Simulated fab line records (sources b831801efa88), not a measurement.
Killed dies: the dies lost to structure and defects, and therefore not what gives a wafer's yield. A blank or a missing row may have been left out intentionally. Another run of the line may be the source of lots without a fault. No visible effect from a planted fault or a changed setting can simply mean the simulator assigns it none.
Check for tools in common -- flow gf180mcu -- 13 lots, 39 wafers sampled

WHAT PROMPTED THE OPENING
1 of 13 lots carry a flag on the reading HV_LDD_2_TW at GF_HV_LDD_TW_MEAS_23. Wafers without a fault read 1049, standard deviation 9.6.
Rule: a lot is flagged in two cases, either no wafer of it has a number, or all its wafers with numbers fall more than 4 standard deviations from that mean. All remaining lots are regarded as sound.

lot,measured,on,"HV_LDD_2_TW, wafer by wafer",flag
L828,day 11 01:05,film-metro-01,1035 1041 1044,
L830,day 11 17:20,film-metro-02,1059 1057 1054,
L832,day 11 23:16,film-metro-01,1036 1032 1032,
L833,day 12 06:30,film-metro-01,1033 1043 1036,
L834,day 12 12:04,film-metro-03,1051 1055 1052,
L835,day 13 00:38,film-metro-02,1051 1058 1057,
L836,day 13 10:06,film-metro-03,1049 1059 1048,
L840,day 14 19:53,film-metro-02,1060 1064 1064,
L842,day 15 11:47,film-metro-03,30 30 30,FLAGGED
L844,day 16 02:40,film-metro-01,1038 1043 1032,
L847,day 16 18:50,film-metro-02,1051 1058 1061,
L848,day 17 02:56,film-metro-03,1050 1054 1048,
L851,day 18 01:21,film-metro-01,1036 1041 1035,
Averaged over the flagged lots the numbers come to 30, -1019 from the usual (-99 or more standard deviations).

WHICH TOOL RAN EACH LOT
The record keeps 1 process step preceding the reading, out of 602 steps on the route. Every cell lists first the tool, next ch and the chambers used by the sampled wafers, and last the start.
lot,flag,GF_HV_LDD_EXPOSE_16
L828,,"iline-stepper-02 ch 0, day 10 16:05"
L830,,"iline-stepper-01 ch 0, day 11 07:23"
L832,,"iline-stepper-01 ch 0, day 11 13:41"
L833,,"iline-stepper-02 ch 0, day 11 20:48"
L834,,"iline-stepper-02 ch 0, day 12 01:32"
L835,,"iline-stepper-01 ch 0, day 12 14:45"
L836,,"iline-stepper-02 ch 0, day 13 00:01"
L840,,"iline-stepper-01 ch 0, day 14 08:50"
L842,FLAGGED,"iline-stepper-01 ch 0, day 15 00:41"
L844,,"iline-stepper-01 ch 0, day 15 15:36"
L847,,"iline-stepper-02 ch 0, day 16 07:11"
L848,,"iline-stepper-02 ch 0, day 16 15:46"
L851,,"iline-stepper-02 ch 0, day 17 13:40"
What these steps do:
- GF_HV_LDD_EXPOSE_16: exposes mask Pplus LV AREA, target cd 400 nm.
- GF_HV_LDD_TW_MEAS_23

FLAGGED AGAINST TOTAL, ONE TOOL AT A TIME (gauges that did the reading follow at the end)
step,tool,lots run,flagged,share of the flagged lots,sound lots run after its first flagged lot
GF_HV_LDD_EXPOSE_16,iline-stepper-01,6,1,all,1 (L844)
GF_HV_LDD_EXPOSE_16,iline-stepper-02,7,0,none,-
GF_HV_LDD_TW_MEAS_23,film-metro-01,5,0,none,-
GF_HV_LDD_TW_MEAS_23,film-metro-02,4,0,none,-
GF_HV_LDD_TW_MEAS_23,film-metro-03,4,1,all,1 (L848)

WHAT THE TABLE PERMITS
Table rows that saw every flagged lot: 2, namely iline-stepper-01 at GF_HV_LDD_EXPOSE_16 and film-metro-03 at GF_HV_LDD_TW_MEAS_23.
- iline-stepper-01 at GF_HV_LDD_EXPOSE_16 ran 6 lots, 1 of them flagged. Sound lots followed the first flagged one (L844) on it, something a lasting fault affecting the whole tool could not allow.
- film-metro-03 at GF_HV_LDD_TW_MEAS_23 ran 4 lots, 1 of them flagged. Sound lots followed the first flagged one (L848) on it, something a lasting fault affecting the whole tool could not allow.
No row of the table ran every flagged lot and no sound lot after the first.

WHAT WAS PUT IN BY THE SIMULATOR
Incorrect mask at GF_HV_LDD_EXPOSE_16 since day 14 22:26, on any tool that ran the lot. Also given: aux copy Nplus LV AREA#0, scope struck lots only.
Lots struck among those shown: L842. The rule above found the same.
